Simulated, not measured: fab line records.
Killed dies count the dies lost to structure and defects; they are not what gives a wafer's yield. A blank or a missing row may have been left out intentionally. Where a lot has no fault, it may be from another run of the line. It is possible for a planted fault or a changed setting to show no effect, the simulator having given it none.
fab line records | flow gf180mcu | part 1 of 2: steps 1 to 31 of 43
record lots=5 wafers=15 lastDay=34
route steps=602 shown LVPWELL@59 MVSD@66 MVPSD@78 VT_IMPLANT@90
lots with no fault: from the same line, run without faults
startH: hours from the record's first day to the start of the lot's first wafer shown | waitH: hours since the lot's step before | " identical to the entry in the row above | L1.1+2: a row that stands for several wafers | - no value present, or no start provided | * or withheld: withheld | < > ~ a bound
route shown NAME@n: a module of which the file shows steps, and the number in the route of the first | usual: average and standard deviation across the fault-free wafers | same: alike in all rows | chamber/n: place in a boat | sites: each site's reading | _std_site: their standard deviation | _edge_site: inner sites' mean taken away from outer sites' mean | radiusMm: how far each site lies from the wafer's centre | mask NAME#n: copy n | behind: the most recent tool/chamber to have shaped the wafer | hold: why the lot was held/for how many hours/how that ended | device: the transistor (n, p or np) that didn't switch | end of line: the tests these same wafers got at the end of their route | a step given without rows: its recipe and nothing more | killed: the dies lost at the first sort to structure and to defects; this is not the yield of the wafer | map: a wafer's dies, marking killed ones x, the rest . and places with no die _
set.NAME: the run value of the setting; set.NAME@STEP: its run value at that earlier step | model.NAME: the simulator's own value behind a step, which no gauge read
lots at some steps of the route; a table a step, a row a wafer
services: from which hour (startH, from the record's first day; less than 0 if before it) a tool's chamber was out of use, for how many hours, and why
## steps
# step GF_LVPWELL_PEB_05
# recipe tempC=115 timeS=withheld
# columns lot.wafer tool chamber startH waitH
L077.1+3+4 lithoTrack-01 0 - -
L079.3+4+6 lithoTrack-03 0 - -
L080.1+3+5 lithoTrack-03 0 - -
L083.1+2+5 lithoTrack-02 0 - -
L095.1+4+6 lithoTrack-02 0 - -
# step GF_LVPWELL_DEVELOP_06
# recipe wallAngleDeg=90 developTimeS=60 devTempC=23
# columns lot.wafer tool chamber startH waitH
L077.1+3+4 lithoTrack-01 0 - -
L079.3+4+6 lithoTrack-03 0 - -
L080.1+3+5 lithoTrack-03 0 - -
L083.1+2+5 lithoTrack-02 0 - -
L095.1+4+6 lithoTrack-02 0 - -
# step GF_LVPWELL_OVL_MEAS_07
# usual LVPWELL_OVL=0.1/1.3
# columns lot.wafer tool chamber startH waitH LVPWELL_OVL[nm]
L077.1 overlay-01 - 82.97 - -1.6
L077.3 " - " " 0.6
L077.4 " - " " -1.2
L079.3 overlay-02 - 98.73 - -0.9
L079.4 " - " " -0.4
L079.6 " - " " 0.2
L080.1 overlay-01 - 106.81 - 3.0
L080.3 " - " " 2.1
L080.5 " - " " 1.3
L083.1 overlay-01 - 119.22 - -0.7
L083.2 " - " " 2.6
L083.5 " - " " 2.2
L095.1 overlay-01 - 185.37 - 0.1
L095.4 " - " " -1.2
L095.6 " - " " -0.1
# step GF_LVPWELL_IMPLANT_08
# recipe species=B energyKev=170 doseCm2=1.5e+13 tiltDeg=0
# usual faradayCurrentUA=84.5/1.5
# same implantIonAmu=11
# columns lot.wafer tool chamber startH waitH faradayCurrentUA
L077.1 implanter-03 0 83.01 0.0 84.2
L077.3 " 0 " " 87.0
L077.4 " 0 " " 87.9
L079.3 implanter-03 0 98.80 0.1 81.8
L079.4 " 0 " " 84.1
L079.6 " 0 " " 86.5
L080.1 implanter-01 0 106.85 0.0 81.7
L080.3 " 0 " " 85.7
L080.5 " 0 " " 85.4
L083.1 implanter-01 0 119.25 0.0 86.1
L083.2 " 0 " " 83.4
L083.5 " 0 " " 85.2
L095.1 implanter-01 0 185.40 0.0 85.0
L095.4 " 0 " " 84.4
L095.6 " 0 " " 83.0
# step GF_LVPWELL_IMPLANT_09
# recipe species=B energyKev=60 doseCm2=5e+12 tiltDeg=0
# usual faradayCurrentUA=28.3/0.56
# same implantIonAmu=11
# columns lot.wafer tool chamber startH waitH faradayCurrentUA
L077.1 implanter-03 0 83.16 0.1 29.2
L077.3 " 0 " " 29.3
L077.4 " 0 " " 28.2
L079.3 implanter-03 0 98.95 0.1 29.1
L079.4 " 0 " " 28.1
L079.6 " 0 " " 28.3
L080.1 implanter-01 0 107.00 0.1 28.3
L080.3 " 0 " " 28.1
L080.5 " 0 " " 27.7
L083.1 implanter-01 0 119.40 0.1 29.0
L083.2 " 0 " " 28.2
L083.5 " 0 " " 28.9
L095.1 implanter-01 0 185.55 0.1 29.7
L095.4 " 0 " " 29.2
L095.6 " 0 " " 27.6
# step GF_LVPWELL_STRIP_10
# recipe chemistry=O2/N2 powerW=1400 pressureMtorr=1500 platenTempC=250 o2FlowSccm=3000 n2FlowSccm=300 overashFraction=0.5
# usual drypumpMotorCurrentA=5.99/0.18 heaterPowerW=315/24 o2FlowSccm=3001/9.4 oesProductAu=0.722/0.0045 stripTimeToEndpointS=36.98/0.091
# columns lot.wafer tool chamber startH waitH drypumpMotorCurrentA heaterPowerW o2FlowSccm oesProductAu rfHoursCounterH stripTimeToEndpointS
L077.1 plasmaAsher-03 0 83.31 0.1 6.00 295 3013 0.721 44 36.97
L077.3 " 1 " " 5.69 311 2998 0.726 - 36.96
L077.4 " 0 " " 6.01 295 2999 0.718 - 36.89
L079.3 plasmaAsher-03 1 99.08 0.1 5.67 324 2986 0.723 - 37.05
L079.4 " 0 " " 5.97 295 2989 0.717 - 37.05
L079.6 " 1 " " 5.65 314 2993 0.719 - 36.97
L080.1 plasmaAsher-02 0 107.15 0.1 6.10 323 3016 0.723 31 36.95
L080.3 " 0 " " 6.13 323 3014 0.716 - 36.94
L080.5 " 0 " " 6.13 319 3006 0.728 - 36.99
L083.1 plasmaAsher-03 0 119.55 0.1 6.00 291 2997 0.729 0 37.02
L083.2 " 1 " " 5.68 316 2987 0.726 0 37.06
L083.5 " 1 " " 5.68 320 2996 0.723 - 37.08
L095.1 plasmaAsher-02 0 185.70 0.1 6.13 330 2986 0.719 39 36.85
L095.4 " 0 " " 6.15 337 3000 0.725 - 36.85
L095.6 " 0 " " 6.14 328 2987 0.733 - 36.94
# step GF_LVPWELL_TW_MEAS_11
# usual LVPWELL_TW=553/3.1
# columns lot.wafer tool chamber startH waitH LVPWELL_TW
L077.1 filmMetro-04 - 83.41 0.1 555
L077.3 " - " " 554
L077.4 " - " " 554
L079.3 filmMetro-04 - 99.17 0.1 551
L079.4 " - " " 550
L079.6 " - " " 550
L080.1 filmMetro-01 - 107.25 0.1 550
L080.3 " - " " 546
L080.5 " - " " 550
L083.1 filmMetro-03 - 119.65 0.1 555
L083.2 " - " " 556
L083.5 " - " " 555
L095.1 filmMetro-03 - 185.80 0.1 559
L095.4 " - " " 556
L095.6 " - " " 555
# step GF_MVSD_DEHYDRATE_00
# recipe tempC=200 timeS=60
# columns lot.wafer tool chamber startH waitH
L077.1+3+4 lithoTrack-01 0 89.62 6.2
L079.3+4+6 lithoTrack-03 0 105.51 6.3
L080.1+3+5 lithoTrack-01 0 113.77 6.5
L083.1+2+5 lithoTrack-03 0 126.21 6.5
L095.1+4+6 lithoTrack-04 0 193.74 7.9
# step GF_MVSD_HMDS_01
# recipe primeTimeS=60 primeTempC=120
# columns lot.wafer tool chamber startH waitH
L077.1+3+4 lithoTrack-01 0 89.77 0.1
L079.3+4+6 lithoTrack-03 0 105.66 0.1
L080.1+3+5 lithoTrack-01 0 113.92 0.1
L083.1+2+5 lithoTrack-03 0 126.36 0.1
L095.1+4+6 lithoTrack-04 0 193.89 0.1
# step GF_MVSD_COAT_02
# recipe spinRpm=2000 resistThkNm=3000
# columns lot.wafer tool chamber startH waitH
L077.1+3+4 lithoTrack-01 0 89.92 0.1
L079.3+4+6 lithoTrack-03 0 105.81 0.1
L080.1+3+5 lithoTrack-01 0 114.07 0.1
L083.1+2+5 lithoTrack-03 0 126.51 0.1
L095.1+4+6 lithoTrack-04 0 194.04 0.1
# step GF_MVSD_SOFTBAKE_03
# recipe tempC=110 timeS=withheld
# columns lot.wafer tool chamber startH waitH
L077.1+3+4 lithoTrack-01 0 90.07 0.1
L079.3+4+6 lithoTrack-03 0 105.98 0.1
L080.1+3+5 lithoTrack-01 0 114.22 0.1
L083.1+2+5 lithoTrack-03 0 126.66 0.1
L095.1+4+6 lithoTrack-04 0 194.19 0.1
# step GF_MVSD_EXPOSE_04
# recipe maskId=MVSD targetCdNm=1000 na=0.6 sourceShape=conventional sigmaOuter=0.6 doseMj=260
# usual focusOffsetNm=-0.1/0.56
# same sigmaOuter=0.6
# columns lot.wafer tool chamber startH waitH mask focusOffsetNm
L077.1 ilineStepper-01 0 - - MVSD#0 -0.6
L077.3 " 0 " " MVSD#0 -0.5
L077.4 " 0 " " MVSD#0 -0.2
L079.3 ilineStepper-02 0 - - MVSD#0 0.3
L079.4 " 0 " " MVSD#0 -0.2
L079.6 " 0 " " MVSD#0 0.6
L080.1 ilineStepper-02 0 - - MVSD#0 -0.2
L080.3 " 0 " " MVSD#0 -0.3
L080.5 " 0 " " MVSD#0 -0.6
L083.1 ilineStepper-01 0 - - MVSD#0 -0.9
L083.2 " 0 " " MVSD#0 -1.0
L083.5 " 0 " " MVSD#0 -0.4
L095.1 ilineStepper-01 0 - - MVSD#0 0.0
L095.4 " 0 " " MVSD#0 0.5
L095.6 " 0 " " MVSD#0 -0.8
# step GF_MVSD_PEB_05
# recipe tempC=115 timeS=withheld
# columns lot.wafer tool chamber startH waitH
L077.1+3+4 lithoTrack-04 0 - -
L079.3+4+6 lithoTrack-04 0 - -
L080.1+3+5 lithoTrack-04 0 - -
L083.1+2+5 lithoTrack-01 0 - -
L095.1+4+6 lithoTrack-04 0 - -
# step GF_MVSD_DEVELOP_06
# recipe wallAngleDeg=90 developTimeS=60 devTempC=23
# columns lot.wafer tool chamber startH waitH
L077.1+3+4 lithoTrack-04 0 - -
L079.3+4+6 lithoTrack-04 0 - -
L080.1+3+5 lithoTrack-04 0 - -
L083.1+2+5 lithoTrack-01 0 - -
L095.1+4+6 lithoTrack-04 0 - -
# step GF_MVSD_OVL_MEAS_07
# usual MVSD_OVL=1.0/1.3
# columns lot.wafer tool chamber startH waitH MVSD_OVL[nm]
L077.1 overlay-01 - 97.29 - 2.3
L077.3 " - " " 3.6
L077.4 " - " " 2.7
L079.3 overlay-02 - 113.16 - -1.1
L079.4 " - " " -0.6
L079.6 " - " " 0.1
L080.1 overlay-01 - 121.84 - 3.0
L080.3 " - " " 2.3
L080.5 " - " " 3.1
L083.1 overlay-01 - 133.92 - 2.9
L083.2 " - " " 4.4
L083.5 " - " " 2.4
L095.1 overlay-02 - 202.89 - 0.2
L095.4 " - " " 1.3
L095.6 " - " " -0.2
# step GF_MVSD_IMPLANT_08
# recipe species=P energyKev=400 doseCm2=1.6e+13 tiltDeg=0
# usual faradayCurrentUA=90.2/1.7
# same implantIonAmu=31
# columns lot.wafer tool chamber startH waitH faradayCurrentUA
L077.1 implanter-01 0 97.33 0.0 89.9
L077.3 " 0 " " 90.9
L077.4 " 0 " " 88.1
L079.3 implanter-01 0 113.23 0.1 90.8
L079.4 " 0 " " 89.8
L079.6 " 0 " " 92.6
L080.1 implanter-01 0 121.88 0.0 90.0
L080.3 " 0 " " 89.1
L080.5 " 0 " " 88.2
L083.1 implanter-01 0 133.96 0.0 93.0
L083.2 " 0 " " 91.0
L083.5 " 0 " " 91.0
L095.1 implanter-02 0 202.93 0.0 91.0
L095.4 " 0 " " 88.6
L095.6 " 0 " " 90.9
# step GF_MVSD_IMPLANT_09
# recipe species=P energyKev=100 doseCm2=5e+12 tiltDeg=0
# usual faradayCurrentUA=28.2/0.6
# same implantIonAmu=31
# columns lot.wafer tool chamber startH waitH faradayCurrentUA
L077.1 implanter-01 0 97.48 0.1 27.1
L077.3 " 0 " " 28.9
L077.4 " 0 " " 28.3
L079.3 implanter-01 0 113.38 0.1 28.5
L079.4 " 0 " " 29.1
L079.6 " 0 " " 29.2
L080.1 implanter-01 0 122.03 0.1 27.5
L080.3 " 0 " " 28.6
L080.5 " 0 " " 28.3
L083.1 implanter-01 0 134.11 0.1 27.5
L083.2 " 0 " " 28.4
L083.5 " 0 " " 28.6
L095.1 implanter-02 0 203.08 0.1 28.4
L095.4 " 0 " " 29.0
L095.6 " 0 " " 28.6
# step GF_MVSD_STRIP_10
# recipe chemistry=O2/N2 powerW=1400 pressureMtorr=1500 platenTempC=250 o2FlowSccm=3000 n2FlowSccm=300 overashFraction=0.5
# usual drypumpMotorCurrentA=6.08/0.21 heaterPowerW=341/33 o2FlowSccm=3000/9.7 oesProductAu=0.723/0.0045 stripTimeToEndpointS=36.95/0.12
# columns lot.wafer tool chamber startH waitH drypumpMotorCurrentA heaterPowerW o2FlowSccm oesProductAu rfHoursCounterH stripTimeToEndpointS
L077.1 plasmaAsher-02 1 97.63 0.1 5.99 369 3011 0.723 30 36.97
L077.3 " 0 " " 6.07 328 3005 0.723 - 37.07
L077.4 " 1 " " 5.99 374 3011 0.723 - 37.10
L079.3 plasmaAsher-01 0 113.51 0.1 6.47 377 2988 0.725 - 36.90
L079.4 " 1 " " 5.63 384 3005 0.718 - 37.02
L079.6 " 1 " " 5.62 381 3004 0.723 - 36.90
L080.1 plasmaAsher-02 1 122.18 0.1 6.01 372 3004 0.723 33 36.94
L080.3 " 1 " " 6.02 372 2999 0.727 - 36.91
L080.5 " 0 " " 6.14 332 3003 0.717 - 36.96
L083.1 plasmaAsher-04 0 134.26 0.1 6.20 317 2986 0.721 48 36.91
L083.2 " 1 " " 6.10 299 3006 0.730 48 36.92
L083.5 " 1 " " 6.09 294 3003 0.726 - 36.89
L095.1 plasmaAsher-01 0 203.23 0.1 6.48 372 2977 0.719 55 37.09
L095.4 " 0 " " 6.48 383 2989 0.724 - 37.06
L095.6 " 0 " " 6.45 380 2986 0.719 - 37.11
# step GF_MVSD_TW_MEAS_11
# usual MVSD_TW=1566/8.8
# columns lot.wafer tool chamber startH waitH MVSD_TW
L077.1 filmMetro-04 - 97.73 0.1 1561
L077.3 " - " " 1558
L077.4 " - " " 1555
L079.3 filmMetro-01 - 113.60 0.1 1556
L079.4 " - " " 1552
L079.6 " - " " 1557
L080.1 filmMetro-01 - 122.28 0.1 1569
L080.3 " - " " 1569
L080.5 " - " " 1565
L083.1 filmMetro-03 - 134.36 0.1 1579
L083.2 " - " " 1584
L083.5 " - " " 1573
L095.1 filmMetro-01 - 203.33 0.1 1567
L095.4 " - " " 1558
L095.6 " - " " 1562
# step GF_MVPSD_DEHYDRATE_00
# recipe tempC=200 timeS=60
# columns lot.wafer tool chamber startH waitH
L077.1+3+4 lithoTrack-04 0 103.74 6.0
L079.3+4+6 lithoTrack-02 0 120.47 6.9
L080.1+3+5 lithoTrack-01 0 128.47 6.2
L083.1+2+5 lithoTrack-02 0 141.37 7.0
L095.1+4+6 lithoTrack-04 0 211.19 7.9
# step GF_MVPSD_HMDS_01
# recipe primeTimeS=60 primeTempC=120
# columns lot.wafer tool chamber startH waitH
L077.1+3+4 lithoTrack-04 0 103.89 0.1
L079.3+4+6 lithoTrack-02 0 120.62 0.1
L080.1+3+5 lithoTrack-01 0 128.62 0.1
L083.1+2+5 lithoTrack-02 0 141.52 0.1
L095.1+4+6 lithoTrack-04 0 211.34 0.1
# step GF_MVPSD_COAT_02
# recipe spinRpm=2000 resistThkNm=3000
# columns lot.wafer tool chamber startH waitH
L077.1+3+4 lithoTrack-04 0 104.04 0.1
L079.3+4+6 lithoTrack-02 0 120.77 0.1
L080.1+3+5 lithoTrack-01 0 128.77 0.1
L083.1+2+5 lithoTrack-02 0 141.67 0.1
L095.1+4+6 lithoTrack-04 0 211.49 0.1
# step GF_MVPSD_SOFTBAKE_03
# recipe tempC=110 timeS=withheld
# columns lot.wafer tool chamber startH waitH
L077.1+3+4 lithoTrack-04 0 104.19 0.1
L079.3+4+6 lithoTrack-02 0 120.93 0.1
L080.1+3+5 lithoTrack-01 0 128.92 0.1
L083.1+2+5 lithoTrack-02 0 141.82 0.1
L095.1+4+6 lithoTrack-04 0 211.64 0.1
# step GF_MVPSD_EXPOSE_04
# recipe maskId=MVPSD targetCdNm=1000 na=0.6 sourceShape=conventional sigmaOuter=0.6 doseMj=260
# usual focusOffsetNm=0.1/0.58
# same sigmaOuter=0.6
# columns lot.wafer tool chamber startH waitH mask focusOffsetNm
L077.1 ilineStepper-02 0 - - MVPSD#0 0.2
L077.3 " 0 " " MVPSD#0 0.0
L077.4 " 0 " " MVPSD#0 1.2
L079.3 ilineStepper-02 0 - - MVPSD#0 -0.5
L079.4 " 0 " " MVPSD#0 0.0
L079.6 " 0 " " MVPSD#0 -0.8
L080.1 ilineStepper-02 0 - - MVPSD#0 -0.3
L080.3 " 0 " " MVPSD#0 0.1
L080.5 " 0 " " MVPSD#0 0.7
L083.1 ilineStepper-01 0 - - MVPSD#0 0.0
L083.2 " 0 " " MVPSD#0 -0.4
L083.5 " 0 " " MVPSD#0 0.3
L095.1 ilineStepper-01 0 - - MVPSD#0 0.3
L095.4 " 0 " " MVPSD#0 0.5
L095.6 " 0 " " MVPSD#0 -0.3
# step GF_MVPSD_PEB_05
# recipe tempC=115 timeS=withheld
# columns lot.wafer tool chamber startH waitH
L077.1+3+4 lithoTrack-01 0 - -
L079.3+4+6 lithoTrack-04 0 - -
L080.1+3+5 lithoTrack-01 0 - -
L083.1+2+5 lithoTrack-04 0 - -
L095.1+4+6 lithoTrack-01 0 - -
# step GF_MVPSD_DEVELOP_06
# recipe wallAngleDeg=90 developTimeS=60 devTempC=23
# columns lot.wafer tool chamber startH waitH
L077.1+3+4 lithoTrack-01 0 - -
L079.3+4+6 lithoTrack-04 0 - -
L080.1+3+5 lithoTrack-01 0 - -
L083.1+2+5 lithoTrack-04 0 - -
L095.1+4+6 lithoTrack-01 0 - -
# step GF_MVPSD_OVL_MEAS_07
# usual MVPSD_OVL=0.2/1.4
# columns lot.wafer tool chamber startH waitH MVPSD_OVL[nm]
L077.1 overlay-01 - 111.37 - 0.7
L077.3 " - " " 1.3
L077.4 " - " " 1.1
L079.3 overlay-01 - 128.26 - 1.6
L079.4 " - " " -0.5
L079.6 " - " " 0.9
L080.1 overlay-01 - 136.62 - -0.3
L080.3 " - " " -0.5
L080.5 " - " " -1.2
L083.1 overlay-01 - 150.04 - -1.0
L083.2 " - " " -0.4
L083.5 " - " " 2.0
L095.1 overlay-02 - 220.37 - -0.5
L095.4 " - " " 0.3
L095.6 " - " " -1.6
# step GF_MVPSD_IMPLANT_08
# recipe species=B energyKev=170 doseCm2=1.5e+13 tiltDeg=0
# usual faradayCurrentUA=84.6/1.7
# same implantIonAmu=11
# columns lot.wafer tool chamber startH waitH faradayCurrentUA
L077.1 implanter-01 0 111.41 0.0 83.4
L077.3 " 0 " " 84.1
L077.4 " 0 " " 84.3
L079.3 implanter-02 0 128.33 0.1 85.1
L079.4 " 0 " " 84.8
L079.6 " 0 " " 84.5
L080.1 implanter-01 0 136.66 0.0 86.7
L080.3 " 0 " " 84.5
L080.5 " 0 " " 84.5
L083.1 implanter-02 0 150.08 0.0 86.8
L083.2 " 0 " " 81.6
L083.5 " 0 " " 84.9
L095.1 implanter-02 0 220.41 0.0 85.1
L095.4 " 0 " " 83.0
L095.6 " 0 " " 88.0
# step GF_MVPSD_IMPLANT_09
# recipe species=B energyKev=40 doseCm2=5e+12 tiltDeg=0
# usual faradayCurrentUA=28.2/0.6
# same implantIonAmu=11
# columns lot.wafer tool chamber startH waitH faradayCurrentUA
L077.1 implanter-01 0 111.56 0.1 27.6
L077.3 " 0 " " 28.6
L077.4 " 0 " " 28.8
L079.3 implanter-02 0 128.48 0.1 27.5
L079.4 " 0 " " 29.0
L079.6 " 0 " " 29.8
L080.1 implanter-01 0 136.81 0.1 27.6
L080.3 " 0 " " 28.4
L080.5 " 0 " " 28.2
L083.1 implanter-02 0 150.23 0.1 28.3
L083.2 " 0 " " 27.8
L083.5 " 0 " " 27.8
L095.1 implanter-02 0 220.56 0.1 26.7
L095.4 " 0 " " 27.7
L095.6 " 0 " " 28.1
# step GF_MVPSD_STRIP_10
# recipe chemistry=O2/N2 powerW=1400 pressureMtorr=1500 platenTempC=250 o2FlowSccm=3000 n2FlowSccm=300 overashFraction=0.5
# usual drypumpMotorCurrentA=5.96/0.27 heaterPowerW=340/36 o2FlowSccm=2998/10 oesProductAu=0.723/0.0046 stripTimeToEndpointS=36.96/0.092
# columns lot.wafer tool chamber startH waitH drypumpMotorCurrentA heaterPowerW o2FlowSccm oesProductAu rfHoursCounterH stripTimeToEndpointS
L077.1 plasmaAsher-02 0 111.71 0.1 6.12 324 2985 0.730 31 36.81
L077.3 " 0 " " 6.12 334 2984 0.734 - 36.85
L077.4 " 1 " " 6.01 369 3008 0.722 - 36.76
L079.3 plasmaAsher-03 0 128.61 0.1 5.98 290 3004 0.714 - 37.04
L079.4 " 1 " " 5.66 310 2986 0.722 - 37.05
L079.6 " 1 " " 5.68 314 3004 0.727 - 36.91
L080.1 plasmaAsher-01 0 136.96 0.1 6.45 386 2995 0.718 48 37.05
L080.3 " 1 " " 5.62 388 2996 0.720 - 37.07
L080.5 " 1 " " 5.58 383 2988 0.723 - 37.08
L083.1 plasmaAsher-02 0 150.38 0.1 6.09 339 2998 0.726 36 37.02
L083.2 " 1 " " 5.98 363 2995 0.720 36 37.09
L083.5 " 1 " " 6.00 385 2985 0.722 - 36.97
L095.1 plasmaAsher-03 0 220.71 0.1 5.98 293 2981 0.721 11 36.96
L095.4 " 1 " " 5.71 312 2999 0.728 - 36.85
L095.6 " 1 " " 5.69 316 2982 0.728 - 36.90
# step GF_MVPSD_TW_MEAS_11
# usual MVPSD_TW=549/3
# columns lot.wafer tool chamber startH waitH MVPSD_TW
L077.1 filmMetro-04 - 111.81 0.1 547
L077.3 " - " " 545
L077.4 " - " " 545
L079.3 filmMetro-01 - 128.70 0.1 547
L079.4 " - " " 548
L079.6 " - " " 548
L080.1 filmMetro-03 - 137.06 0.1 546
L080.3 " - " " 552
L080.5 " - " " 547
L083.1 filmMetro-04 - 150.48 0.1 545
L083.2 " - " " 547
L083.5 " - " " 547
L095.1 filmMetro-04 - 220.81 0.1 553
L095.4 " - " " 555
L095.6 " - " " 552
